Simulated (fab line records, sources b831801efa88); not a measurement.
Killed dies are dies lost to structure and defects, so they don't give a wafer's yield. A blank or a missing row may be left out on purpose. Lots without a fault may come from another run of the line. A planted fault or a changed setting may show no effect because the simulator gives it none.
Which tool did it? | flow sky130 | 11 lots, 33 wafers sampled, at 6 steps of a route of 708

WHAT THE GAUGES READ, wafer by wafer
SKY_CONTACT_THK_MEAS_03. Usual: CONTACT_HDPCVD_THK 569 nm, standard deviation 7.4.
lot  | measured     | on            | CONTACT_HDPCVD_THK (nm) | flag
L710 | day 32 04:59 | film_metro-02 | 685 682 688             | OFF
L709 | day 32 05:59 | film_metro-04 | 688 681 687             | OFF
L716 | day 34 12:11 | film_metro-04 | 567 555 568             |
L718 | day 35 06:43 | film_metro-04 | 561 568 564             |
L719 | day 35 20:53 | film_metro-02 | 577 569 568             |
L721 | day 36 12:40 | film_metro-04 | 559 571 572             |
L720 | day 36 14:26 | film_metro-03 | 560 560 562             |
L722 | day 36 15:11 | film_metro-02 | 581 583 578             |
L724 | day 36 22:09 | film_metro-02 | 572 580 565             |
L725 | day 37 12:40 | film_metro-02 | 559 559 563             |
L727 | day 37 20:15 | film_metro-02 | 575 564 564             |

SKY_CONTACT_CD_MEAS_14: target cd 170 nm. Usual: cd_nm 169.9 nm, standard deviation 1.4.
lot  | measured     | on        | cd_nm (nm)        | flag
L710 | day 33 08:15 | cd_sem-01 | 169.1 169.0 168.1 |
L709 | day 33 09:42 | cd_sem-02 | 171.3 169.4 171.9 |
L716 | day 35 15:09 | cd_sem-02 | 169.3 170.3 169.5 |
L718 | day 36 09:53 | cd_sem-02 | 172.1 170.3 172.3 |
L719 | day 36 23:34 | cd_sem-01 | 168.7 168.1 168.5 |
L721 | day 37 14:54 | cd_sem-01 | 167.0 164.7 164.5 | OFF
L720 | day 37 17:10 | cd_sem-01 | 170.5 169.4 170.1 |
L722 | day 37 17:56 | cd_sem-02 | 171.1 171.3 170.8 |
L724 | day 37 23:47 | cd_sem-02 | 171.8 171.1 169.6 |
L725 | day 38 15:00 | cd_sem-02 | 171.1 171.3 170.3 |
L727 | day 38 22:00 | cd_sem-02 | 169.3 168.6 169.0 |

WHICH TOOL RAN EACH LOT (tool, then ch and the chambers of the sampled wafers, then the start)
lot  | SKY_LI_CONTACT_SPUTTER_19    | SKY_LOCAL_INTERCONNECT_ETCH_13    | SKY_CONTACT_HDPCVD_02            | SKY_CONTACT_CMP_04
L710 | pvd_sputter-02, day 30 22:58 | rie_metal-03 ch 0, day 32 04:06   | hdpcvd-02 ch 1,2, day 32 04:55   | cmp-02 ch 0,3, day 32 05:03
L709 | pvd_sputter-03, day 31 00:24 | rie_metal-04 ch 0,1, day 32 05:06 | hdpcvd-02 ch 1,2, day 32 05:55   | cmp-02 ch 2,3, day 32 06:03
L716 | pvd_sputter-01, day 33 08:05 | rie_metal-03 ch 0, day 34 11:14   | hdpcvd-01 ch 0,1,2, day 34 12:07 | cmp-02 ch 0,1,2, day 34 12:22
L718 | pvd_sputter-02, day 34 01:42 | rie_metal-04 ch 0,1, day 35 05:50 | hdpcvd-01 ch 0,2, day 35 06:37   | cmp-01 ch 0,2,3, day 35 06:48
L719 | pvd_sputter-02, day 34 16:11 | rie_metal-04 ch 0,1, day 35 19:57 | hdpcvd-02 ch 1,2, day 35 20:48   | cmp-02 ch 2,3, day 35 20:56
L721 | pvd_sputter-02, day 35 08:57 | rie_metal-01 ch 0,1, day 36 11:46 | hdpcvd-01 ch 0,1, day 36 12:36   | cmp-01 ch 0,1,3, day 36 12:44
L720 | pvd_sputter-02, day 35 09:56 | rie_metal-03 ch 0,1, day 36 13:31 | hdpcvd-01 ch 0,2, day 36 14:21   | cmp-02 ch 1,2,3, day 36 14:32
L722 | pvd_sputter-01, day 35 11:11 | rie_metal-04 ch 0,1, day 36 14:16 | hdpcvd-02 ch 0,1,2, day 36 15:07 | cmp-01 ch 0,2,3, day 36 15:34
L724 | pvd_sputter-01, day 35 18:07 | rie_metal-04 ch 0,1, day 36 21:14 | hdpcvd-02 ch 0,1, day 36 22:04   | cmp-02 ch 1,3, day 36 22:14
L725 | pvd_sputter-01, day 36 08:58 | rie_metal-04 ch 0,1, day 37 11:46 | hdpcvd-01 ch 0,2, day 37 12:36   | cmp-02 ch 0,3, day 37 12:47
L727 | pvd_sputter-02, day 36 15:47 | rie_metal-04 ch 0,1, day 37 19:21 | hdpcvd-01 ch 1,2, day 37 20:11   | cmp-01 ch 0,1,2, day 37 20:22
- SKY_LI_CONTACT_SPUTTER_19: material Ti, target thk 20 nm, time 106.37 s.
- SKY_LOCAL_INTERCONNECT_ETCH_13: etches BARC in N2/H2, stops on SiO2, time 45.9 s, target depth 60 nm.
- SKY_CONTACT_HDPCVD_02: deposits SiO2, target thk 565 nm, time 94.2 s.
- SKY_CONTACT_CMP_04: polishes SiO2.

WHAT THE TOOLS THEMSELVES READ (means of the sampled wafers that have a number; where no wafer has one, the mark that the record gives instead)
SKY_LI_CONTACT_SPUTTER_19. Usual: throttle_valve_pct 30.6 %, standard deviation 0.81.
lot  | tool           | throttle_valve_pct (%) | flag
L710 | pvd_sputter-02 | 30.2                   |
L709 | pvd_sputter-03 | 30.7                   |
L716 | pvd_sputter-01 | 30.3                   |
L718 | pvd_sputter-02 | 30.7                   |
L719 | pvd_sputter-02 | 30.5                   |
L721 | pvd_sputter-02 | 30.4                   |
L720 | pvd_sputter-02 | 30.3                   |
L722 | pvd_sputter-01 | 30.9                   |
L724 | pvd_sputter-01 | 30.7                   |
L725 | pvd_sputter-01 | 30.0                   |
L727 | pvd_sputter-02 | 30.2                   |

SKY_LOCAL_INTERCONNECT_ETCH_13. Usual: drypump_motor_current_A 5.7 A, standard deviation 0.55; oes_product_au 0.855 a.u., standard deviation 0.0052; throttle_valve_pct 13.223 %, standard deviation 0.008.
lot  | tool         | drypump_motor_current_A (A) | oes_product_au (a.u.) | throttle_valve_pct (%) | flag
L710 | rie_metal-03 | 5.8                         | 0.852                 | 13.223                 |
L709 | rie_metal-04 | 5.4                         | 0.854                 | 13.228                 |
L716 | rie_metal-03 | 5.8                         | 0.856                 | 13.223                 |
L718 | rie_metal-04 | 5.8                         | 0.852                 | 13.220                 |
L719 | rie_metal-04 | 5.8                         | 0.855                 | 13.230                 |
L721 | rie_metal-01 | 5.5                         | 0.857                 | 13.216                 |
L720 | rie_metal-03 | 5.6                         | 0.857                 | 13.226                 |
L722 | rie_metal-04 | 5.9                         | 0.861                 | 13.217                 |
L724 | rie_metal-04 | 5.8                         | 0.856                 | 13.226                 |
L725 | rie_metal-04 | 5.4                         | 0.855                 | 13.220                 |
L727 | rie_metal-04 | 5.4                         | 0.853                 | 13.225                 |

SKY_CONTACT_HDPCVD_02. Usual: sih4_flow_sccm 59.98 sccm, standard deviation 0.17.
lot  | tool      | sih4_flow_sccm (sccm) | flag
L710 | hdpcvd-02 | 71.80                 | OFF
L709 | hdpcvd-02 | 72.04                 | OFF
L716 | hdpcvd-01 | 59.95                 |
L718 | hdpcvd-01 | 59.85                 |
L719 | hdpcvd-02 | 60.05                 |
L721 | hdpcvd-01 | 60.17                 |
L720 | hdpcvd-01 | 60.05                 |
L722 | hdpcvd-02 | 59.94                 |
L724 | hdpcvd-02 | 60.03                 |
L725 | hdpcvd-01 | 59.97                 |
L727 | hdpcvd-01 | 60.02                 |

SKY_CONTACT_CMP_04. Usual: motor_current_A 12.2 A, standard deviation 0.61; slurry_flow_ml_min 150.0, standard deviation 0.44; time_to_endpoint_s 85 s, standard deviation 4.6.
lot  | tool   | motor_current_A (A) | slurry_flow_ml_min | time_to_endpoint_s (s) | flag
L710 | cmp-02 | 12.4                | 150.5              | 126                    | OFF
L709 | cmp-02 | 12.2                | 150.0              | 122                    | OFF
L716 | cmp-02 | 12.6                | 150.0              | 82                     |
L718 | cmp-01 | 11.7                | 149.9              | 86                     |
L719 | cmp-02 | 12.6                | 150.8              | 86                     |
L721 | cmp-01 | 11.8                | 149.9              | 85                     |
L720 | cmp-02 | 12.4                | 150.1              | 83                     |
L722 | cmp-01 | 12.0                | 149.8              | 91                     |
L724 | cmp-02 | 12.4                | 149.8              | 92                     |
L725 | cmp-02 | 12.5                | 149.7              | 84                     |
L727 | cmp-01 | 11.4                | 150.1              | 84                     |

THE ANSWER, worked out from the rows above alone
Rule: a lot is off if the mean of its wafers that have a number lies more than 3 standard deviations from the usual mean. A lot without any number at a reading at which 4 lots or more have one is off too. The other lots that the step has rows for count as sound. The gauges are gone through in route order, then the tools' own readings, and for those a lot's mean is taken as printed above. The first step at which some lot is off is used, and at that step the reading that is off furthest; a lot without a number counts as furthest.
Off: L710, L709, at SKY_CONTACT_THK_MEAS_03 (CONTACT_HDPCVD_THK).
A tool fits if, at a process step before that reading, it ran every lot that is off, and no sound lot after the first of them. The gauges at SKY_CONTACT_THK_MEAS_03 aren't tried: what is off there is off at SKY_CONTACT_HDPCVD_02 too, on other tools, and a gauge's error can't cause that. None of those tried fits.

WHAT THE SIMULATOR HAD PUT IN
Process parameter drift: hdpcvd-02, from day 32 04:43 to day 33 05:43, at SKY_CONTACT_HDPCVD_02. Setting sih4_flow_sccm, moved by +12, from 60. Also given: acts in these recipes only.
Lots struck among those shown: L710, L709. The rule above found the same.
